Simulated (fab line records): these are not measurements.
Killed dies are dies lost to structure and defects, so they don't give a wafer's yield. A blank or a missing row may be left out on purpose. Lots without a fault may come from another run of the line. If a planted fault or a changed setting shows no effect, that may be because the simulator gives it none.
Which tool did it? + flow gf180mcu + Sampling: 7 lots, 19 wafers, 4 of 602 route steps

WHAT THE GAUGES SHOWED, per wafer
GF_PASSIVATION_THK_MEAS_01.
| lot  | measured     | on            | PASSIVATION_CVD_00_THK (nm) |
|------|--------------|---------------|-----------------------------|
| L146 | day 29 00:38 | film metro-02 | 985 1004 1000               |
| L149 | day 29 23:43 | film metro-04 | 988 1011 998                |
| L152 | day 30 17:58 | film metro-04 | 984 1013 1014               |
| L155 | day 31 09:38 | film metro-02 | 990 1011 1010               |
| L157 | day 31 21:16 | film metro-03 | 989 984 1013                |
| L161 | day 33 01:18 | film metro-02 | 990 876                     |
| L167 | day 34 09:07 | film metro-04 | 992 859                     |

WHAT TOOL EACH LOT RAN ON (gives the tool, then ch and the chambers of the sampled wafers, and finally the start)
| lot  | GF_TOP_METAL_SPUTTER_00      | GF_TOP_METAL_SPUTTER_03      | GF_PASSIVATION_CVD_00           |
|------|------------------------------|------------------------------|---------------------------------|
| L146 | pvd sputter-01, day 28 04:50 | pvd sputter-01, day 28 05:01 | pecvd-04 ch 0,2, day 29 00:34   |
| L149 | pvd sputter-02, day 29 04:20 | pvd sputter-02, day 29 04:30 | pecvd-04 ch 0,1,2, day 29 23:37 |
| L152 | pvd sputter-03, day 29 22:34 | pvd sputter-03, day 29 22:44 | pecvd-02 ch 0,1,2, day 30 17:54 |
| L155 | pvd sputter-03, day 30 14:07 | pvd sputter-03, day 30 14:17 | pecvd-04 ch 0,1,2, day 31 09:34 |
| L157 | pvd sputter-01, day 31 03:26 | pvd sputter-01, day 31 03:37 | pecvd-01 ch 1,2, day 31 21:11   |
| L161 | pvd sputter-03, day 32 08:35 | pvd sputter-03, day 32 08:46 | pecvd-01 ch 1, day 33 01:13     |
| L167 | pvd sputter-02, day 33 16:53 | pvd sputter-02, day 33 17:04 | pecvd-01 ch 0,2, day 34 09:02   |
- GF_TOP_METAL_SPUTTER_00: material Ti, target thk 37.5 nm, time 150 s.
- GF_TOP_METAL_SPUTTER_03: material Ti, target thk 5 nm, time 3.3 s.
- GF_PASSIVATION_CVD_00: deposits SiO2 from TEOS, target thk 1000 nm, time 111.95 s.

THE ANSWER, worked out from the rows above alone
Rule: what is usual is taken from the lots themselves. Put in order of their means at a reading, lots are off if they are a third of the lots or fewer, leave a main group of 4 or more, and stand apart from it by a gap of 3 or more times the standard deviation of the main group's means; of several such gaps the widest counts. The tables above print the reading to a certain number of digits; a main group whose means all agree to those digits is not used. A lot without any number at a reading at which 4 lots or more have one is off too. All remaining lots with rows at the step are treated as sound.
Off: at GF_PASSIVATION_THK_MEAS_01 (PASSIVATION_CVD_00_THK), L161, L167. For the main group the mean is 1000 nm and the standard deviation 3.5.
A tool fits if, at a process step before that reading, it ran every lot that is off, and no sound lot after the first of them. Gauges at GF_PASSIVATION_THK_MEAS_01: tried the same way as those tools. One fits: GF_PASSIVATION_CVD_00 on pecvd-01. A fault onset in the window from L157 (day 31 21:11, its last sound lot) to L161 (day 33 01:13, its first lot off) fits.

WHAT THE SIMULATOR HAD INSERTED
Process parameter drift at GF_PASSIVATION_CVD_00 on pecvd-01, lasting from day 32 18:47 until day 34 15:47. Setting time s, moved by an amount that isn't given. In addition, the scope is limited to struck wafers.
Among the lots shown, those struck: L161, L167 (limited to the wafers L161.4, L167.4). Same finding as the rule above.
